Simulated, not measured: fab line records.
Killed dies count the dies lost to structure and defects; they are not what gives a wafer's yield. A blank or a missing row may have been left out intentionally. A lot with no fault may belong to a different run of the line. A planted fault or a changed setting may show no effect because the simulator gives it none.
Which tool is to blame? | flow gf180mcu | 15 lots (45 wafers sampled), 1 step of a 602-step route

== WHAT THE GAUGES SHOWED, per wafer ==
GF_V4_RS_MEAS_24: the measuring method here is four-point-probe.
lot  | measured     | on            | V4_W_RS (ohm/sq)
L118 | day 24 11:35 | film-metro-04 | 0.326 0.332 0.325
L119 | day 24 21:32 | film-metro-02 | 0.330 0.334 0.328
L120 | day 25 06:44 | film-metro-04 | 0.334 0.325 0.328
L121 | day 25 09:32 | film-metro-02 | 0.327 0.325 0.326
L123 | day 26 07:04 | film-metro-02 | 0.326 0.331 0.324
L124 | day 26 13:39 | film-metro-03 | 0.328 0.333 0.326
L125 | day 26 16:29 | film-metro-02 | 0.328 0.332 0.327
L128 | day 27 19:45 | film-metro-02 | 0.329 0.330 0.329
L132 | day 28 19:29 | film-metro-04 | 0.324 0.327 0.326
L134 | day 29 14:58 | film-metro-04 | 0.326 0.329 0.328
L135 | day 30 02:10 | film-metro-02 | 0.323 0.319 0.323
L136 | day 30 03:47 | film-metro-02 | 0.323 0.334 0.329
L137 | day 30 08:47 | film-metro-03 | 0.324 0.322 0.325
L138 | day 30 13:48 | film-metro-04 | 0.330 0.327 0.327
L141 | day 31 07:28 | film-metro-04 | 0.321 0.319 0.324

== WHICH TOOL RAN EACH LOT (tool, then ch and the chambers of the sampled wafers, then the start) ==
The record holds no process step before these readings.

== WHAT THE TOOLS THEMSELVES READ (means of the sampled wafers that have a number; where no wafer has one, the mark that the record gives instead) ==
The record holds no such reading with a usual standard deviation.

== THE ANSWER, worked out from the rows above alone ==
Rule: the lots themselves supply what counts as usual. The widest of any qualifying gaps counts: lots, ordered by their means at a reading, are off when they make up no more than a third of the lots, leave a main group of 4 or more, and stand apart from it by 3 or more times the standard deviation of that group's means. The tables above print the reading to a certain number of digits; a main group whose means all agree to those digits is not used. Also off: a lot with no number at a reading for which 4 or more lots have one. Where the step has rows for the other lots, those lots are counted as sound. After the gauges, taken in route order, come the tools' own readings; for these a lot's mean is taken, as printed above. The first step at which some lot is off is used, and at that step the reading that is off furthest; a lot without a number counts as furthest.
No lot is off on any of the readings shown, so nothing can be concluded from this.

== WHAT WAS PUT IN BY THE SIMULATOR ==
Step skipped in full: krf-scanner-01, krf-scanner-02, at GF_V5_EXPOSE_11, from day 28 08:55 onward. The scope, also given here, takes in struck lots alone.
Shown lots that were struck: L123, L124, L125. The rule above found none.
